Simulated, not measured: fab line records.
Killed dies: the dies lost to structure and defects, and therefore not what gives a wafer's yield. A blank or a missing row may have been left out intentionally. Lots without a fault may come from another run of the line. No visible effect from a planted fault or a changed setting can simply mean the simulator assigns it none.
Split-lot study + flow sfqLine + 23 wafers read from 5 lots, route of 325 steps

## THE SPLIT ITSELF
At SFQ_TRILAYER_M4_DEP_SPUTTER_091 (material Nb, target thk 200 nm, time 133.3 s), the setting timeS was moved away from the recipe's 133.3 s on 7 of the 23 wafers read, by -7.6% to +9.6%. This setting was run at the recipe's value on the other wafers.

No step appears in the file between the split and the reading.

## THE READING
Measured at SFQ_M4_RS_MEAS_924 by four-point probe: M4_NB_RS, in ohm/sq. Fault-free wafers of this fab line usually give 0.893 ohm/sq, standard deviation 0.0097 ohm/sq.

| wafer  | tool, chamber at the split | timeS as run, s | against the recipe | M4_NB_RS, ohm/sq | against lot-mates on the recipe |
|--------|----------------------------|-----------------|--------------------|------------------|---------------------------------|
| L074.2 | pvdSputter-06, -           | 133.3           | recipe             | 0.906            | -                               |
| L074.3 | pvdSputter-06, -           | 127.1           | -4.7%              | 0.943            | +0.035                          |
| L074.4 | pvdSputter-06, -           | 133.3           | recipe             | 0.910            | -                               |
| L074.5 | pvdSputter-06, -           | 127.1           | -4.7%              | 0.937            | +0.029                          |
| L074.6 | pvdSputter-06, -           | 127.1           | -4.7%              | 0.947            | +0.039                          |
| L075.1 | pvdSputter-04, -           | 133.3           | recipe             | 0.889            | -                               |
| L075.3 | pvdSputter-04, -           | 133.3           | recipe             | 0.894            | -                               |
| L075.4 | pvdSputter-04, -           | 133.3           | recipe             | 0.904            | -                               |
| L075.5 | pvdSputter-04, -           | 123.2           | -7.6%              | 0.980            | +0.084                          |
| L075.6 | pvdSputter-04, -           | 123.2           | -7.6%              | 0.961            | +0.065                          |
| L078.1 | pvdSputter-06, -           | 133.3           | recipe             | 0.893            | -                               |
| L078.2 | pvdSputter-06, -           | 133.3           | recipe             | 0.896            | -                               |
| L078.6 | pvdSputter-06, -           | 133.3           | recipe             | 0.891            | -                               |
| L080.1 | pvdSputter-04, -           | 146.1           | +9.6%              | 0.801            | -0.093                          |
| L080.2 | pvdSputter-04, -           | 133.3           | recipe             | 0.906            | -                               |
| L080.4 | pvdSputter-04, -           | 133.3           | recipe             | 0.891            | -                               |
| L080.5 | pvdSputter-04, -           | 133.3           | recipe             | 0.886            | -                               |
| L080.6 | pvdSputter-04, -           | 146.1           | +9.6%              | 0.816            | -0.078                          |
| L084.1 | pvdSputter-05, -           | 133.3           | recipe             | 0.900            | -                               |
| L084.3 | pvdSputter-05, -           | 133.3           | recipe             | 0.897            | -                               |
| L084.4 | pvdSputter-05, -           | 133.3           | recipe             | 0.894            | -                               |
| L084.5 | pvdSputter-05, -           | 133.3           | recipe             | 0.893            | -                               |
| L084.6 | pvdSputter-05, -           | 133.3           | recipe             | 0.896            | -                               |

THE FIT
A straight line over all 23 wafers: M4_NB_RS changes by -0.00946 ohm/sq for each +1% of timeS; r = -0.98; the points scatter about the line by 0.0071 ohm/sq.
The same after taking each lot's own level away (the mean of its wafers on the recipe; 23 wafers): -0.00897 ohm/sq for each +1%; r = -0.98; scatter 0.0068 ohm/sq.
According to that fit, moving timeS by its largest amount changes the reading by 0.086 ohm/sq.
Measured against the standard deviation above, the lots' own levels, which go from 0.8933 to 0.9080 ohm/sq, span 1.5 times it.
Consequently the slope shifts little with the lot-to-lot level, the two slopes agreeing.
Check: for one of the wafers moved furthest among these (+9.6%), held out of the fit, the line's prediction against its lot-mates is -0.0831 ohm/sq. It came out at -0.0933 ohm/sq against them.

## ADDITIONAL SPLITS CARRIED BY THESE WAFERS
These wafers also went through other splits before the reading. Each is held against what the fit with the lots' levels taken away leaves over:
| other split on the same wafers              | wafers away from the commonest value | r with M4_NB_RS (lot level and that fit taken away) |
|---------------------------------------------|--------------------------------------|-----------------------------------------------------|
| SFQ_TRILAYER_M2_LITHO_EXPOSE_058 doseMj     | 9                                    | +0.08                                               |
| SFQ_TRILAYER_I2_DEP_PECVD_063 timeS         | 9                                    | -0.31                                               |
| SFQ_TRILAYER_I2_VIA_LITHO_EXPOSE_068 doseMj | 5                                    | -0.01                                               |
| SFQ_TRILAYER_M3_LITHO_PEB_078 pebTimeS      | 11                                   | -0.24                                               |
| SFQ_TRILAYER_M3_ETCH_METAL_ETCH_078 icpW    | 9                                    | -0.38                                               |
| SFQ_TRILAYER_I3_VIA_LITHO_PEB_088 pebTempC  | 4                                    | +0.17                                               |

## THE WHOLE CHAIN: every reading that the file lists as answering this split, in the file's order
| step                            | what it does                                 | reading                                                                                  | change (the file's fit)              | r (the file's) |
|---------------------------------|----------------------------------------------|------------------------------------------------------------------------------------------|--------------------------------------|----------------|
| SFQ_TRILAYER_M4_DEP_SPUTTER_091 | material Nb, target thk 200 nm, time 133.3 s | Nb_of_TRILAYER_M4_DEP_SPUTTER_091.thkNm (the simulator's own value, which no gauge read) | +2.04 nm for each +1% of the setting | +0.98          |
| SFQ_M4_RS_MEAS_924              | measures by four-point-probe                 | M4_NB_RS                                                                                 | -0.00906 for each +1% of the setting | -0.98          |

## THE FILE'S OWN FIT
M4_NB_RS changes by -0.00906 ohm/sq for each +1% of timeS, r = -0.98.
